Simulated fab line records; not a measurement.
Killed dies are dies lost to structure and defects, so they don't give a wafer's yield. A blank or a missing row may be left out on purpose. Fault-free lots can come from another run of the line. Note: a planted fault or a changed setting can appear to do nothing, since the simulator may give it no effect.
Chamber matching :: flow gf180mcu :: GF_CONTACT_ETCH_17 on rie-diel-03: 4 sister chambers
The step etches SiO2 in C4F8/O2/Ar, stops on CoSi2, target depth 860 nm. 8 wafers are shown with their chamber, then 7 later ones without.

EACH WAFER AND ITS CHAMBER
wafer: L565.1
chamber: 1
oes-product-au (a.u.): 0.833
bias-w (W): 1198

wafer: L565.3
chamber: 3
oes-product-au (a.u.): 0.814
bias-w (W): 1207

wafer: L565.5
chamber: 0
oes-product-au (a.u.): 0.818
bias-w (W): 1196

wafer: L567.4
chamber: 0
oes-product-au (a.u.): 0.819
bias-w (W): 1197

wafer: L567.5
chamber: 1
oes-product-au (a.u.): 0.825
bias-w (W): 1196

wafer: L567.6
chamber: 2
oes-product-au (a.u.): 0.809
bias-w (W): 1192

wafer: L570.3
chamber: 2
oes-product-au (a.u.): 0.818
bias-w (W): 1196

wafer: L570.4
chamber: 3
oes-product-au (a.u.): 0.814
bias-w (W): 1202

WAFERS MISSING THEIR CHAMBER
wafer: L570.6
oes-product-au (a.u.): 0.815
bias-w (W): 1200

wafer: L583.1
oes-product-au (a.u.): 0.810
bias-w (W): 1205

wafer: L583.2
oes-product-au (a.u.): 0.814
bias-w (W): 1198

wafer: L583.6
oes-product-au (a.u.): 0.818
bias-w (W): 1203

wafer: L584.1
oes-product-au (a.u.): 0.805
bias-w (W): 1199

wafer: L584.2
oes-product-au (a.u.): 0.817
bias-w (W): 1200

wafer: L584.4
oes-product-au (a.u.): 0.814
bias-w (W): 1201

EACH ONE'S CHAMBER
wafer: L570.6
from the rows above: can't be placed: 0 or 3 or 2 or 1
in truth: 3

wafer: L583.1
from the rows above: 3
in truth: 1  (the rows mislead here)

wafer: L583.2
from the rows above: can't be placed: 0 or 2 or 3
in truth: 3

wafer: L583.6
from the rows above: can't be placed: 3 or 0
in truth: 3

wafer: L584.1
from the rows above: can't be placed: 2 or 3 or 0
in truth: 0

wafer: L584.2
from the rows above: can't be placed: 0 or 3 or 2 or 1
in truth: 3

wafer: L584.4
from the rows above: can't be placed: 3 or 0 or 2
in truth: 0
0 of 7 placed correctly. From these rows, 6 cannot be placed; in 6 the true chamber is one of the candidates. Wrongly placed: 1.
How it was worked out, from the rows above alone: a wafer's distance from a chamber is the root of the sum, over the readings, of the square of ((its reading less the chamber's mean) divided by the reading's scatter). If the next closest chamber is less than 2 further off than the closest, the wafer can't be placed; otherwise it belongs to the closest. For every chamber, the mean is computed from those of its wafers that are shown. The scatter: the root of (the sum of the squares of (reading less its chamber's mean) over the shown wafers, divided by (wafers less chambers)).
